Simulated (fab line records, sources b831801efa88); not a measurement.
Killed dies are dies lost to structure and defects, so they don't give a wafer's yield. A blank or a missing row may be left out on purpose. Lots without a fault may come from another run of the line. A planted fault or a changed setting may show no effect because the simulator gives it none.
A struck lot beside a sound one | flow sky130 | 16 steps out of a route of 708
Sound: wafers L908.3, L908.4, L908.5. Struck: wafer L915.5. (L915.2, L915.4 of the same lot were not struck and are left out.) The cause comes at the end.
At each step with rows: each side's tool, then ch and its chambers, then its first start. Under that, the readings that differ: sound wafers | struck wafers | difference of the means | sigmas: that difference in standard deviations of wafers without a fault.
alike: readings whose means differ by less than 2 such deviations, and words and numbers that are the same on both sides. not compared: withheld readings, readings that some wafer has no value for, bounds like >300 that may hide the same value, and numbers for which the record gives no deviation and whose values overlap.
The two part at a step that has a row with sigmas, a row that says differs or no value, or rows on one side only. Numbers that don't overlap but have no deviation are shown without sigmas and don't part them. A reading that every wafer of one side lacks parts them only if that side has two wafers or more.

first, 2 steps without rows for these wafers: SKY_METAL3_PEB_11; SKY_METAL3_DEVELOP_12 (develop time 60 s).
SKY_METAL3_CD_MEAS_13: target cd 300 nm.
  sound on cd_sem-01, day 40 23:31; struck on cd_sem-02, day 42 18:33
  alike: cd_nm
SKY_METAL3_OVL_MEAS_14:
  sound on overlay-02, day 40 23:37; struck on overlay-02, day 42 18:40
  alike: METAL3_OVL
SKY_METAL3_DESCUM_15: chemistry O2, time 8 s.
  sound on rie_metal-01 ch 0,1, day 40 23:39; struck on rie_metal-01 ch 1, day 42 18:41
  alike: drypump_motor_current_A, oes_product_au
  not compared: rf_hours_counter_h
SKY_METAL3_ETCH_16: etches BARC in N2/H2, stops on SiO2, time 88.2 s, target depth 60 nm.
  sound on rie_metal-01 ch 0,1, day 40 23:42; struck on rie_metal-01 ch 1, day 42 18:43
  alike: drypump_motor_current_A, n2_flow_sccm, oes_product_au, throttle_valve_pct
  not compared: rf_hours_counter_h
SKY_METAL3_ETCH_17: etches SiO2 in C4F8/O2/Ar, stops on TiN, time 3.9 s, target depth 15 nm.
  sound on rie_diel-01 ch 1,2,3, day 40 23:46; struck on rie_diel-01 ch 3, day 42 18:49
  alike: oes_product_au
SKY_METAL3_METAL_ETCH_18: etches the open film in Cl2/BCl3, stops on SiO2, target depth 845 nm, time 183.1 s.
  sound on rie_metal-04 ch 0,1, day 40 23:50; struck on rie_metal-04 ch 1, day 42 18:50
  alike: drypump_motor_current_A, oes_product_au, throttle_valve_pct
  not compared: rf_hours_counter_h
then, 4 steps without rows for these wafers: SKY_METAL3_STRIP_19 (strips in O2/N2); SKY_METAL3_STRIP_20 (strips in post etch residue remover, time 1200 s); SKY_METAL3_CLEAN_21 (cleans in IPA, time 180 s); SKY_METAL3_CLEAN_22 (cleans in O3/DIW).
SKY_VIA3_HDPCVD_00: deposits SiO2, target thk 1635 nm, time 272.5 s.
  sound on hdpcvd-02 ch 0,1, day 41 00:33; struck on hdpcvd-01 ch 0, day 42 19:39
  reading                                  | sound             | struck | difference | sigmas
  run_length_s (s)                         | 299.5 301.0 300.2 | 227.7  | -72.5      | -99 or more
  model.SiO2_of_VIA3_HDPCVD_00.thk_nm (nm) | 1649 1640 1644    | 1180   | -464       |
SKY_VIA3_THK_MEAS_01:
  sound on film_metro-01, day 41 00:44; struck on film_metro-03, day 42 19:50
  reading              | sound          | struck | difference | sigmas
  VIA3_HDPCVD_THK (nm) | 1649 1640 1645 | 1179   | -466       | -27
SKY_VIA3_CMP_02: polishes SiO2.
  sound on cmp-01 ch 0,2,3, day 41 00:47; struck on cmp-02 ch 3, day 42 19:56
  alike: motor_current_A
-- the record jumps here: 6 days lie between the struck wafers' starts before and after (it left off in module VIA3 and takes up again in module PAD_OPEN, whose first step shown is number 708 of the route) --
SKY_PAD_OPEN_PROBE_99:
  sound on prober-02, day 47 18:55; struck on prober-01, day 49 04:07
  reading                               | sound                | struck    | difference | sigmas
  model.etest.tester.sort_bin_3_pct (%) | 1.22 1.016 0.813     | 10.98     | +9.96      |
  model.etest.met4_comb.leak_log10_a_um | -12.11 -11.96 -11.99 | -8.478    | +3.542     |
  model.etest.tester.sort_bin_8_pct (%) | 0 0 0                | 5.917e-06 | +5.917e-06 |
  alike: defect_limited_yield, killed_at_M0_to_M3, killed_at_M4_up, killed_at_contacts, killed_at_front_end, killed_at_other, killed_dies, killed_open, killed_short
  not compared: model.etest.tester.sort_bin_4_pct

WHERE THEY PART
First at SKY_VIA3_HDPCVD_00; last, within this record, at SKY_VIA3_THK_MEAS_01. Later steps at which nothing parts them and some readings are alike: SKY_VIA3_CMP_02, SKY_PAD_OPEN_PROBE_99.

WHY: what the simulator had put in
Process parameter drift: hdpcvd-01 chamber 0, from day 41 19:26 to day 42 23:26, at SKY_VIA3_HDPCVD_00. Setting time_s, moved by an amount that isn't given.
